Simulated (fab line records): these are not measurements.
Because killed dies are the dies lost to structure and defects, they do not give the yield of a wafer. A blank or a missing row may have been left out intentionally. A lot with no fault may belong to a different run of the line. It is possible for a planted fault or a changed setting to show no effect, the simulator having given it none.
A lot that was struck, set against a sound lot    flow sky130    15 steps out of a route of 708
Sound: the wafers L506.1, L506.5, L506.6. Struck: wafers L525.3, L525.4, L525.6. At the end, the cause is stated.
Order at every step that has rows: each side's tool, ch and its chambers, its first start. Under that, the readings that differ: sound wafers    struck wafers    difference of the means    sigmas: that difference in standard deviations of wafers without a fault.
alike: readings whose means differ by less than 2 such deviations, and words and numbers that are the same on both sides. not compared: withheld readings, readings that some wafer has no value for, bounds like >300 that may hide the same value, and numbers for which the record gives no deviation and whose values overlap.
The two part at a step that has a row with sigmas, a row that says differs or no value, or rows on one side only. Numbers that have no deviation but don't overlap get no sigmas and don't part them. A reading that every wafer of one side lacks parts them only if that side has two wafers or more.

SKY_LOCAL_INTERCONNECT_CD_MEAS_11: the cd target is 170 nm.
  struck on cd_sem-02, day 38 07:29; sound on cd_sem-02, day 31 20:41
  alike: cd_nm
SKY_LOCAL_INTERCONNECT_OVL_MEAS_12:
  struck on overlay-02, day 38 07:34; sound on overlay-01, day 31 20:48
  alike: LOCAL_INTERCONNECT_OVL
SKY_LOCAL_INTERCONNECT_ETCH_13: etches BARC in N2/H2, stops on SiO2, time 45.9 s, target depth 60 nm.
  sound on rie_metal-02 ch 0,1, day 31 20:50; struck on rie_metal-02 ch 0,1, day 38 07:37
  alike: drypump_motor_current_A, h2_flow_sccm, n2_flow_sccm, oes_product_au, rf_fwd_power_W, throttle_valve_pct
  not compared: rf_hours_counter_h
SKY_LOCAL_INTERCONNECT_METAL_ETCH_14: etches TiN in Cl2/BCl3, stops on PSG, target depth 110 nm, time 31.4 s.
  sound on rie_metal-02 ch 0,1, day 31 20:54; struck on rie_metal-02 ch 0,1, day 38 07:41
  alike: bcl3_flow_sccm, drypump_motor_current_A, mfc_cl2_sccm, oes_product_au, rf_fwd_power_W, throttle_valve_pct
  not compared: rf_hours_counter_h
SKY_LOCAL_INTERCONNECT_STRIP_15: strips in O2/N2.
  sound on plasma_asher-04 ch 0,1, day 31 20:57; struck on plasma_asher-04 ch 0,1, day 38 07:44
  alike: drypump_motor_current_A, n2_flow_sccm, oes_product_au, strip_time_to_endpoint_s
  not compared: rf_hours_counter_h
then, 3 steps without rows for these wafers: SKY_LOCAL_INTERCONNECT_STRIP_16 (strips in post etch residue remover, time 1200 s); SKY_LOCAL_INTERCONNECT_CLEAN_17 (cleans in IPA, time 180 s); SKY_LOCAL_INTERCONNECT_CLEAN_18 (cleans in O3/DIW).
SKY_CONTACT_CVD_00: deposits Si3N4, target thk 75 nm.
  sound on pecvd-04 ch 0,1,2, day 31 21:38; struck on pecvd-04 ch 0,1,2, day 38 08:18
  alike: heater_power_w, rf_fwd_power_W
SKY_CONTACT_THK_MEAS_01:
  struck on film_metro-01, day 38 08:21; sound on film_metro-01, day 31 21:40
  alike: CONTACT_CVD_00_THK
then, 1 step without rows for these wafers: SKY_CONTACT_HDPCVD_02 (deposits SiO2, target thk 565 nm, time 94.2 s).
SKY_CONTACT_THK_MEAS_03:
  struck on film_metro-02, day 38 08:37; sound on film_metro-02, day 31 21:48
  alike: CONTACT_HDPCVD_THK
SKY_CONTACT_CMP_04: polishes SiO2.
  sound on cmp-02 ch 0,1,2, day 31 21:58; struck on cmp-01 ch 0,1,3, day 38 08:45
reading                  sound              struck             difference  sigmas
head_pressure_psi (psi)  4.006 3.994 3.995  4.982 4.976 4.970  +0.978      +99 or more
time_to_endpoint_s (s)   86 83 83           67 72 74           -13         -4
  alike: motor_current_A, platen_rpm
SKY_CONTACT_BOW_MEAS_05:
  struck on film_metro-02, day 38 08:59; sound on film_metro-02, day 31 22:11
  alike: CONTACT_BOW
-- the record jumps here: 13 days lie between the struck wafers' starts before and after (it left off in module CONTACT and takes up again in module PAD_OPEN, whose first step shown is number 708 of the route) --
SKY_PAD_OPEN_PROBE_99:
  struck on prober-01, day 51 06:34; sound on prober-02, day 46 23:58
  alike: killed_at_M0_to_M3, killed_at_M4_up, killed_at_contacts, killed_at_front_end, killed_at_other, killed_dies, killed_open, killed_short

## WHERE THEY PART
At SKY_CONTACT_CMP_04 and nowhere else, as far as this record goes. Later steps at which nothing parts them and some readings are alike: SKY_CONTACT_BOW_MEAS_05, SKY_PAD_OPEN_PROBE_99.

WHY: what the simulator had put in
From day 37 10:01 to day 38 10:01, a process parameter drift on cmp-01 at SKY_CONTACT_CMP_04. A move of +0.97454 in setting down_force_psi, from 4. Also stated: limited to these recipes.
